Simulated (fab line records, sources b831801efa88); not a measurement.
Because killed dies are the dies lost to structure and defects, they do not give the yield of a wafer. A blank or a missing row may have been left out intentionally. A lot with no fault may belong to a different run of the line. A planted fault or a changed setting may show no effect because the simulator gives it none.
Which tool did it? + flow gf180mcu + 41 wafers from 14 lots sampled at 2 of the route's 602 steps

WHAT THE GAUGES READ, wafer by wafer
GF_CONTACT_THK_MEAS_01.
| lot  | measured     | on            | CONTACT_CVD_00_THK (nm) |
|------|--------------|---------------|-------------------------|
| L123 | day 15 05:14 | film metro-01 | 296 302 305             |
| L124 | day 15 17:25 | film metro-01 | 304 298 298             |
| L125 | day 15 23:28 | film metro-04 | 301 294 298             |
| L126 | day 16 10:16 | film metro-04 | 300 298 297             |
| L127 | day 16 17:14 | film metro-01 | 298 306 304             |
| L128 | day 16 23:47 | film metro-01 | 299 295 303             |
| L129 | day 17 09:44 | film metro-01 | 296 300 301             |
| L130 | day 18 02:59 | film metro-01 | 301 302 301             |
| L131 | day 18 09:19 | film metro-04 | 299 298 299             |
| L132 | day 18 18:16 | film metro-01 | 295 297 300             |
| L133 | day 18 21:42 | film metro-03 | 297 297 296             |
| L134 | day 19 10:12 | film metro-03 | 300 301 296             |
| L136 | day 19 23:00 | film metro-04 | 300 300 298             |
| L140 | day 21 08:45 | film metro-04 | 300 295                 |

TOOL THAT RAN EACH LOT (tool first, then ch and the chambers of the sampled wafers, then the start)
| lot  | GF_SALICIDE_RTA_08               |
|------|----------------------------------|
| L123 | rtp anneal-02 ch 0, day 15 05:05 |
| L124 | rtp anneal-01 ch 0, day 15 17:17 |
| L125 | rtp anneal-02 ch 0, day 15 23:20 |
| L126 | rtp anneal-01 ch 0, day 16 10:08 |
| L127 | rtp anneal-01 ch 0, day 16 17:05 |
| L128 | rtp anneal-01 ch 0, day 16 23:39 |
| L129 | rtp anneal-01 ch 0, day 17 09:35 |
| L130 | rtp anneal-01 ch 0, day 18 02:52 |
| L131 | rtp anneal-02 ch 0, day 18 09:11 |
| L132 | rtp anneal-01 ch 0, day 18 18:03 |
| L133 | rtp anneal-02 ch 0, day 18 21:34 |
| L134 | rtp anneal-01 ch 0, day 19 10:04 |
| L136 | rtp anneal-01 ch 0, day 19 22:52 |
| L140 | rtp anneal-02 ch 0, day 21 08:37 |
- GF_SALICIDE_RTA_08: time 30 s.

AS READ BY THE TOOLS THEMSELVES (means over the sampled wafers that have a number; for cases with no such wafer, the mark the record gives instead)
GF_SALICIDE_RTA_08.
| lot  | tool          | lamp power pct (%) | wafer_temp_C_max |
|------|---------------|--------------------|------------------|
| L123 | rtp anneal-02 | 19.2               | 803.8            |
| L124 | rtp anneal-01 | 20.1               | 804.2            |
| L125 | rtp anneal-02 | 19.2               | 803.5            |
| L126 | rtp anneal-01 | 20.2               | 803.8            |
| L127 | rtp anneal-01 | 20.1               | 803.9            |
| L128 | rtp anneal-01 | 20.1               | 804.5            |
| L129 | rtp anneal-01 | 20.2               | 804.6            |
| L130 | rtp anneal-01 | 20.1               | 803.8            |
| L131 | rtp anneal-02 | 19.2               | 803.6            |
| L132 | rtp anneal-01 | 20.2               | 803.8            |
| L133 | rtp anneal-02 | 19.2               | 804.0            |
| L134 | rtp anneal-01 | 20.2               | 803.9            |
| L136 | rtp anneal-01 | 20.2               | 804.0            |
| L140 | rtp anneal-02 | 19.2               | 803.1            |

THE ANSWER, worked out from the rows above alone
Rule: the lots themselves supply what counts as usual. The widest of any qualifying gaps counts: lots, ordered by their means at a reading, are off when they make up no more than a third of the lots, leave a main group of 4 or more, and stand apart from it by 3 or more times the standard deviation of that group's means. A main group is skipped when, at the precision printed for the reading in the tables above, its means are all equal. Also off: a lot with no number at a reading for which 4 or more lots have one. Where the step has rows for the other lots, those lots are counted as sound. The gauges are gone through in route order, then the tools' own readings, and for those a lot's mean is taken as printed above. The first step at which some lot is off is used, and at that step the reading that is off furthest; a lot without a number counts as furthest.
Across all readings shown, no lot is off: no conclusion can be drawn from this.

WHAT THE SIMULATOR PUT IN
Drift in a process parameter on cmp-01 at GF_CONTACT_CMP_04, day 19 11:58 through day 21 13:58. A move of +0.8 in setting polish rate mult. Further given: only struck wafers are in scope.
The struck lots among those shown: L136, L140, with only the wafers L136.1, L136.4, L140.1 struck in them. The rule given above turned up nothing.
